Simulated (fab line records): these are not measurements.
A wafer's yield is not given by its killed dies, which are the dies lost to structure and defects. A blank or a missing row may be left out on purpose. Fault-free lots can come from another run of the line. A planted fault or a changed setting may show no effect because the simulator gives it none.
A struck lot beside a sound one | flow gf180mcu | 16 steps out of a route of 602
Sound: wafers L435.1, L435.4, L435.6. Wafers struck: L444.1, L444.2, L444.3. The cause is named last.
Each step with rows lists, per side, the tool, then ch with its chambers, then its first start. Under that, the readings that differ: sound wafers | struck wafers | difference of the means | sigmas: that difference in standard deviations of wafers without a fault.
alike: readings whose means differ by less than 2 such deviations, and words and numbers that are the same on both sides. not compared: withheld readings, readings that some wafer has no value for, bounds like >300 that may hide the same value, and numbers for which the record gives no deviation and whose values overlap.
A row with sigmas, a row that says differs or no value, or rows on one side alone: a step with any of these is where the two part. Non-overlapping numbers with no deviation appear without sigmas and do not part them. A reading missing from all wafers of one side parts the sides only when that side holds two or more wafers.

first, 3 steps without rows for these wafers: GF_V3_EXPOSE_11 (exposes mask Via3, target cd 260 nm); GF_V3_PEB_12 (peb time 90 s); GF_V3_DEVELOP_13 (develop time 60 s).
GF_V3_CD_MEAS_14: target cd 260 nm.
  sound on cd_sem-02, day 24 16:46; struck on cd_sem-01, day 27 12:38
  alike: cd_nm
GF_V3_OVL_MEAS_15:
  sound on overlay-01, day 24 16:53; struck on overlay-01, day 27 12:46
  alike: V3_OVL
GF_V3_ETCH_16: etches BARC in N2/H2.
  sound on rie_diel-04 ch 0,2,3, day 24 16:55; struck on rie_diel-02 ch 0,2,3, day 27 12:48
  alike: drypump_motor_current_A, oes_product_au, throttle_valve_pct
GF_V3_ETCH_17: etches SiO2 in C4F8/O2/Ar, stops on TiN, target depth 635 nm.
  sound on rie_diel-04 ch 0,2,3; struck on rie_diel-02 ch 0,2,3
  alike: oes_product_au
GF_V3_STRIP_18: strips in O2/N2.
  sound on plasma_asher-02 ch 0,1, day 24 17:02; struck on plasma_asher-02 ch 0,1, day 27 12:56
  alike: drypump_motor_current_A, heater_power_w, oes_product_au
  not compared: rf_hours_counter_h
then, 2 steps without rows for these wafers: GF_V3_STRIP_19 (strips in post etch residue remover, time 1200 s); GF_V3_CLEAN_20 (cleans in DIW).
GF_V3_SPUTTER_21: material Ti, target thk 15 nm, time 80.02 s.
  sound on pvd_sputter-01, day 24 17:34; struck on pvd_sputter-04, day 27 13:28
  alike: substrate_temp_c, throttle_valve_pct
GF_V3_SPUTTER_22: material TiN, target thk 10 nm, time 40 s.
  sound on pvd_sputter-01, day 24 17:38; struck on pvd_sputter-04, day 27 13:31
  alike: throttle_valve_pct
GF_V3_CVD_23: deposits W, target thk 350 nm, time 104.9 s.
  sound on cvd_w-01 ch 1, day 24 17:40; struck on cvd_w-01 ch 0,1, day 27 13:34
  reading                          | sound             | struck            | difference | sigmas
  chamber_pressure_Torr (Torr)     | 39.97 40.08 40.05 | 37.64 37.62 37.75 | -2.36      | -28
  model.W_of_V3_CVD_23.thk_nm (nm) | 350.6 350.4 353.3 | 341.8 336.8 342   | -11.2      |
  alike: heater_power_w
GF_V3_RS_MEAS_24: a four-point-probe measurement.
  sound on film_metro-03, day 24 17:47; struck on film_metro-02, day 27 13:40
  reading          | sound             | struck            | difference | sigmas
  V3_W_RS (ohm/sq) | 0.326 0.326 0.324 | 0.335 0.339 0.335 | +0.011     | +3
GF_V3_THK_MEAS_25: measures by xrf.
  sound on film_metro-03, day 24 17:55; struck on film_metro-02, day 27 13:47
  alike: V3_W_THK
then, 1 step without rows for these wafers: GF_PASSIVATION_PROBE_99.

## WHERE THEY PART
At GF_V3_CVD_23 first; at GF_V3_RS_MEAS_24 last (within this record only). Later steps at which nothing parts them and some readings are alike: GF_V3_THK_MEAS_25.

WHY: what had been put in by the simulator
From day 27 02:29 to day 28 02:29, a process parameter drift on cvd_w-01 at GF_V3_CVD_23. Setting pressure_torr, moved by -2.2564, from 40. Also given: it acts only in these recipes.
